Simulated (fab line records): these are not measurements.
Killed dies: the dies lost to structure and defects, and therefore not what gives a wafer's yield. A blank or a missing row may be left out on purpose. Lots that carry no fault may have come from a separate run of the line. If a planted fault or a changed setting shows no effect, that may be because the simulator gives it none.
What tool caused it? -- flow sky130 -- route of 708 steps, sampled at 1 step: 6 lots, 18 wafers

== WHAT THE GAUGES READ, wafer by wafer ==
SKY_LDD_HVP_OVL_MEAS_07.
lot,measured,on,LDD_HVP_OVL (nm)
L983,day 23 20:03,overlay-01,0.3 0.3 0.2
L986,day 24 20:36,overlay-01,-1.2 -0.8 0.3
L991,day 26 17:53,overlay-02,2.4 2.4 0.9
L997,day 29 02:00,overlay-01,0.1 1.1 -1.9
L100,day 29 17:53,overlay-01,2.3 0.2 1.8
L103,day 30 16:48,overlay-01,0.3 -0.9 2.1

== EACH LOT AND THE TOOL THAT RAN IT (in order: tool; ch and the chambers of the sampled wafers; start) ==
Record: no process step prior to these readings.

== THE ANSWER, worked out from the rows above alone ==
Rule: the lots themselves supply what counts as usual. Put in order of their means at a reading, lots are off if they are a third of the lots or fewer, leave a main group of 4 or more, and stand apart from it by a gap of 3 or more times the standard deviation of the main group's means; of several such gaps the widest counts. A main group whose means are all the same, to the digits that the tables above print for the reading, isn't used. A lot without any number at a reading at which 4 lots or more have one is off too. Where the step has rows for the other lots, those lots are counted as sound.
Nothing can be told from this: no lot is off at any reading shown.

== WHAT THE SIMULATOR HAD PUT IN ==
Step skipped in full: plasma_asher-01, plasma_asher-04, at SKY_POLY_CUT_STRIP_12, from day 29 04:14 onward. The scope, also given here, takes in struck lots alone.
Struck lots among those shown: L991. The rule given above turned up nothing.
